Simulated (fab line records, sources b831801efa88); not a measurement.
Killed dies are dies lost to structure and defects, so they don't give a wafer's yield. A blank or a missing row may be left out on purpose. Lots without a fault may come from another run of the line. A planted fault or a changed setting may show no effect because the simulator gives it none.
fab line records | flow sky130
record lots=11 wafers=33 last_day=50
route steps=708 shown VIA2@519 METAL3@565 VIA3@575 CAP2M@616
lots that met no fault: from a run of the same line without faults
start_h: hours from the record's first day to the start of the lot's first wafer shown | wait_h: hours since the lot's step before | " the same as in the row above | L1.1+2: a row that stands for several wafers | - no value, or no start given | * or withheld: withheld | < > ~ a bound
route shown NAME@n: a module of which the file shows steps, and the number in the route of the first | usual: mean/standard deviation of fault-free wafers | same: alike in all rows | chamber/n: place in a boat | sites: the reading at each site | _std_site: their standard deviation | _edge_site: outer sites' mean less inner sites' | radius_mm: how far each site lies from the wafer's centre | mask NAME#n: copy n | behind: the tool/chamber that last shaped the wafer | hold: why the lot was held/for how many hours/how that ended | device: the transistor (n, p or np) that didn't switch | end of line: the same wafers' tests at the end of the route | a step without rows: its recipe alone | killed: dies lost to structure and defects at the first sort, not the wafer's yield | map: a wafer's dies, x killed, . not, _ none there
set.NAME: the setting as run; set.NAME@STEP: as run at that earlier step | model.NAME: the simulator's own value behind a step, which no gauge read
steps of the route over a sample of lots; a table a step, a row a wafer
services: from which hour (start_h, from the record's first day; less than 0 if before it) a tool's chamber was out of use, for how many hours, and why
## steps
# step SKY_VIA2_CD_MEAS_12
# recipe target_cd_nm=200
# usual cd_nm=199.9/1.5
# columns lot.wafer tool chamber start_h wait_h cd_nm
L885.2 cd_sem-02 - 849.75 - 198.8
L885.3 " - " " 200.8
L885.5 " - " " 200.0
L886.4 cd_sem-02 - 857.82 - 198.3
L886.5 " - " " 199.3
L886.6 " - " " 200.3
L894.1 cd_sem-01 - 918.41 - 202.0
L894.4 " - " " 202.1
L894.6 " - " " 201.8
L897.1 cd_sem-01 - 937.72 - 199.3
L897.2 " - " " 199.9
L897.6 " - " " 201.6
L898.1 cd_sem-02 - 950.43 - 198.5
L898.2 " - " " 199.3
L898.6 " - " " 197.8
L899.2 cd_sem-01 - 954.20 - 199.1
L899.4 " - " " 198.9
L899.5 " - " " 199.0
L902.4 cd_sem-01 - 973.34 - 196.5
L902.5 " - " " 196.7
L902.6 " - " " 198.3
L904.1 cd_sem-02 - 987.12 - 200.7
L904.5 " - " " 201.7
L904.6 " - " " 201.8
L905.1 cd_sem-02 - 992.03 - 200.8
L905.2 " - " " 201.4
L905.3 " - " " 201.6
L906.3 cd_sem-02 - 999.72 - 201.0
L906.4 " - " " 200.0
L906.5 " - " " 199.9
L907.2 cd_sem-02 - 1003.93 - 198.8
L907.4 " - " " 198.1
L907.6 " - " " 200.0
# step SKY_METAL3_DESCUM_15
# recipe chemistry=O2 source_power_w=150 bias_power_w=0 pressure_mtorr=10 temp_c=40 time_s=8
# usual drypump_motor_current_A=5.66/0.21 oes_product_au=1.003/0.0097
# columns lot.wafer tool chamber start_h wait_h drypump_motor_current_A oes_product_au rf_hours_counter_h
L885.2 rie_metal-01 1 903.97 0.0 5.69 0.993 8
L885.3 " 0 " " 5.30 1.012 -
L885.5 " 1 " " 5.68 0.996 -
L886.4 rie_metal-02 0 910.98 0.0 5.92 1.005 -
L886.5 " 0 " " 5.93 0.997 -
L886.6 " 1 " " 5.70 0.985 -
L894.1 rie_metal-03 0 971.33 0.0 5.76 1.001 7
L894.4 " 0 " " 5.78 1.007 -
L894.6 " 0 " " 5.78 1.008 -
L897.1 rie_metal-01 0 988.32 0.0 5.30 1.002 19
L897.2 " 1 " " 5.67 0.995 12
L897.6 " 1 " " 5.70 1.001 -
L898.1 rie_metal-03 0 1001.03 0.0 5.79 1.005 8
L898.2 " 1 " " 5.51 1.019 22
L898.6 " 0 " " 5.76 1.005 -
L899.2 rie_metal-02 0 1005.44 0.0 5.92 1.005 19
L899.4 " 1 " " 5.69 0.997 -
L899.5 " 0 " " 5.93 1.010 -
L902.4 rie_metal-01 0 1021.64 0.0 5.32 1.021 -
L902.5 " 1 " " 5.70 1.010 -
L902.6 " 0 " " 5.30 1.012 -
L904.1 rie_metal-03 0 1036.32 0.0 5.78 0.993 12
L904.5 " 1 " " 5.54 0.982 -
L904.6 " 0 " " 5.81 0.998 -
L905.1 rie_metal-03 0 1041.27 0.0 5.81 1.001 13
L905.2 " 1 " " 5.52 0.992 1
L905.3 " 1 " " 5.49 1.002 -
L906.3 rie_metal-02 0 1048.29 0.0 5.99 1.014 -
L906.4 " 1 " " 5.69 1.003 -
L906.5 " 1 " " 5.69 0.979 -
L907.2 rie_metal-03 1 1050.92 0.0 5.50 0.985 1
L907.4 " 1 " " 5.53 0.988 -
L907.6 " 0 " " 5.78 0.991 -
# step SKY_VIA3_CMP_02
# recipe material=SiO2 down_force_psi=4 platen_rpm=60 pad_velocity_m_s=0.94248
# usual motor_current_A=11.6/0.92 slurry_filter_dp_kPa=13.49/0.13
# columns lot.wafer tool chamber start_h wait_h motor_current_A slurry_filter_dp_kPa
L885.2 cmp-01 3 905.13 0.0 12.3 13.56
L885.3 " 0 " " 12.9 13.28
L885.5 " 0 " " 12.8 13.34
L886.4 cmp-02 1 912.33 0.2 11.9 13.48
L886.6 " 2 " " 13.2 13.39
L886.5 " 3 " " 11.9 13.46
L894.1 cmp-02 3 972.61 0.1 11.1 13.47
L894.4 " 1 " " 11.9 13.69
L894.6 " 0 " " 10.6 13.55
L897.1 cmp-01 0 989.65 0.2 12.9 13.69
L897.2 " 1 " " 10.4 13.52
L897.6 " 0 " " 12.6 13.69
L898.2 cmp-01 3 1002.17 0.0 12.3 13.64
L898.1 " 1 " " 10.5 13.60
L898.6 " 0 " " 13.1 13.48
L899.4 cmp-01 0 1006.58 0.0 12.1 13.65
L899.2 " 2 " " 10.5 13.28
L899.5 " 0 " " 12.9 13.28
L902.4 cmp-01 0 1023.00 0.1 13.3 13.41
L902.6 " 3 " " 12.6 13.21
L902.5 " 0 " " 12.5 13.56
L904.1 cmp-01 2 1037.60 0.1 10.8 13.48
L904.6 " 0 " " 12.3 13.38
L904.5 " 1 " " 10.1 13.61
L905.2 cmp-01 2 1042.81 0.3 10.7 13.50
L905.3 " 3 " " 12.2 13.64
L905.1 " 1 " " 10.6 13.54
L906.3 cmp-02 3 1049.47 0.1 11.3 13.37
L906.4 " 1 " " 12.4 13.19
L906.5 " 3 " " 11.8 13.52
L907.4 cmp-01 1 1052.43 0.1 10.4 13.49
L907.2 " 2 " " 10.7 13.40
L907.6 " 3 " " 12.1 13.47
# step SKY_VIA3_ETCH_15
# recipe target=SiO2 chemistry=C4F8/O2/Ar target_depth_nm=507 stop_on=TiN mask_material=KrF-thick source_w=1500 bias_w=1200 pressure_mtorr=40 c4f8_flow_sccm=withheld O2_flow_sccm=6 Ar_flow_sccm=300 time_s=78
# usual oes_product_au=0.946/0.0052
# columns lot.wafer tool chamber start_h wait_h oes_product_au rf_hours_counter_h
L885.2 rie_diel-03 3 930.28 0.0 0.953 15
L885.3 " 2 " " 0.937 9
L885.5 " 3 " " 0.943 -
L886.4 rie_diel-03 0 938.00 0.0 0.944 -
L886.5 " 3 " " 0.943 -
L886.6 " 2 " " 0.943 -
L894.1 rie_diel-02 3 996.98 0.0 0.997 11
L894.4 " 1 " " 0.957 12
L894.6 " 0 " " 0.989 -
L897.1 rie_diel-02 0 1013.62 0.0 0.942 11
L897.2 " 3 " " 0.939 11
L897.6 " 3 " " 0.946 -
L898.1 rie_diel-04 2 1025.57 0.0 0.939 11
L898.2 " 3 " " 0.944 18
L898.6 " 0 " " 0.936 -
L899.2 rie_diel-03 0 1030.32 0.0 0.951 2
L899.4 " 1 " " 0.945 5
L899.5 " 3 " " 0.957 -
L902.4 rie_diel-02 3 1046.68 0.0 0.948 12
L902.5 " 1 " " 0.945 -
L902.6 " 0 " " 0.950 -
L904.1 rie_diel-02 2 1059.82 0.0 0.956 15
L904.5 " 0 " " 0.952 -
L904.6 " 1 " " 0.945 -
L905.1 rie_diel-03 2 1066.03 0.0 0.955 14
L905.2 " 0 " " 0.943 4
L905.3 " 3 " " 0.948 20
L906.3 rie_diel-04 3 1071.72 0.0 0.942 20
L906.4 " 0 " " 0.947 21
L906.5 " 1 " " 0.959 -
L907.2 rie_diel-02 0 1073.82 0.0 0.948 12
L907.4 " 3 " " 0.951 13
L907.6 " 1 " " 0.939 -
# step SKY_CAP2M_METAL_ETCH_13
# recipe target_depth_nm=220 stop_on=SiO2 chemistry=Cl2/BCl3 target=TiN pressure_mtorr=10 icp_w=900 bias_w=48.5 Cl2_flow_sccm=60 bcl3_flow_sccm=30 time_s=62.9
# usual drypump_motor_current_A=5.5/0.35 oes_product_au=0.942/0.0085 throttle_valve_pct=21.902/0.011
# columns lot.wafer tool chamber start_h wait_h drypump_motor_current_A oes_product_au rf_hours_counter_h throttle_valve_pct
L885.2 rie_metal-04 1 957.55 0.0 5.0 0.944 10 21.890
L885.3 " 0 " " 5.6 0.931 - 21.901
L885.5 " 0 " " 5.6 0.930 - 21.905
L886.4 rie_metal-01 1 963.18 0.0 5.7 0.932 - 21.896
L886.5 " 1 " " 5.7 0.939 - 21.885
L886.6 " 0 " " 5.3 0.935 - 21.916
L894.1 rie_metal-02 0 1021.60 0.0 6.0 0.936 21 21.906
L894.4 " 0 " " 6.0 0.937 - 21.901
L894.6 " 0 " " 6.0 0.943 - 21.899
L897.1 rie_metal-01 1 1037.62 0.0 5.7 0.936 15 21.913
L897.2 " 0 " " 5.3 0.947 22 21.907
L897.6 " 1 " " 5.7 0.928 - 21.913
L898.1 rie_metal-02 0 1049.15 0.0 5.9 0.945 23 21.906
L898.2 " 1 " " 5.7 0.949 10 21.898
L898.6 " 0 " " 5.9 0.932 - 21.897
L899.2 rie_metal-02 0 1054.00 0.0 5.9 0.946 23 21.894
L899.4 " 0 " " 5.9 0.962 - 21.881
L899.5 " 1 " " 5.7 0.942 - 21.910
L902.4 rie_metal-04 0 1069.64 0.0 5.6 0.937 - 21.912
L902.5 " 0 " " 5.6 0.932 - 21.917
L902.6 " 1 " " 5.0 0.946 - 21.904
L904.1 rie_metal-04 0 1082.95 0.0 5.6 0.938 21 21.905
L904.5 " 1 " " 5.0 0.950 - 21.886
L904.6 " 0 " " 5.6 0.951 - 21.899
L905.1 rie_metal-02 0 1088.60 0.0 6.0 0.938 0 21.900
L905.2 " 1 " " 5.7 0.933 13 21.897
L905.3 " 1 " " 5.7 0.954 - 21.906
L906.3 rie_metal-02 1 1094.39 0.0 5.7 0.940 - 21.903
L906.4 " 0 " " 6.0 0.943 - 21.914
L906.5 " 0 " " 6.0 0.944 - 21.881
L907.2 rie_metal-04 1 1095.82 0.0 5.0 0.949 18 21.907
L907.4 " 1 " " 5.0 0.940 - 21.914
L907.6 " 1 " " 5.0 0.939 - 21.906
## services
# columns tool chamber start_h hours kind
rie_diel-02 1 897.06 14.5 repair
rie_diel-03 - 902.65 15.6 pm
rie_metal-01 0 906.59 1.2 repair
cmp-01 - 912.00 4.0 pm
rie_diel-02 3 927.68 4.2 repair
rie_diel-03 1 928.77 10.6 repair
rie_metal-04 1 931.39 2.5 repair
cmp-01 - 947.38 4.5 repair
rie_metal-04 - 958.54 14.6 pm
cmp-02 - 960.10 1.4 repair
cmp-02 - 970.12 1.0 repair
rie_diel-02 0 974.20 7.0 repair
rie_diel-02 1 975.35 4.3 repair
cmp-02 - 986.37 7.9 pm
rie_metal-03 - 992.67 2.0 repair
rie_metal-02 1 1007.36 17.4 repair
rie_metal-02 0 1028.66 1.0 repair
cmp-02 - 1030.35 15.0 pm
rie_diel-03 3 1050.89 14.3 repair
cmp-02 - 1051.01 0.7 repair
cmp-02 - 1057.14 1.4 repair
cmp-01 - 1059.04 3.9 pm
cmp-02 - 1069.56 0.3 repair
cmp-02 - 1084.11 4.0 pm
## key
first_sign step=SKY_VIA3_ETCH_15 reading=oes_product_au direction=up sigmas=9.1 usual=0.946 struck=0.993
effect none on later readings
met_at SKY_VIA3_CMP_02
struck_lots L894
struck_wafers L894.1,L894.6
not_acting_at SKY_VIA2_CD_MEAS_12,SKY_METAL3_DESCUM_15,SKY_CAP2M_METAL_ETCH_13
onset_between 912.33 972.61
fault kind=process_parameter_drift tool=cmp-02 chamber=- onset_h=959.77 steps=SKY_VIA3_CMP_02 channel=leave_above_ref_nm offset=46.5 shape=step end_h=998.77 scope=struck_wafers_only acts_in=these_recipes_only stated=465
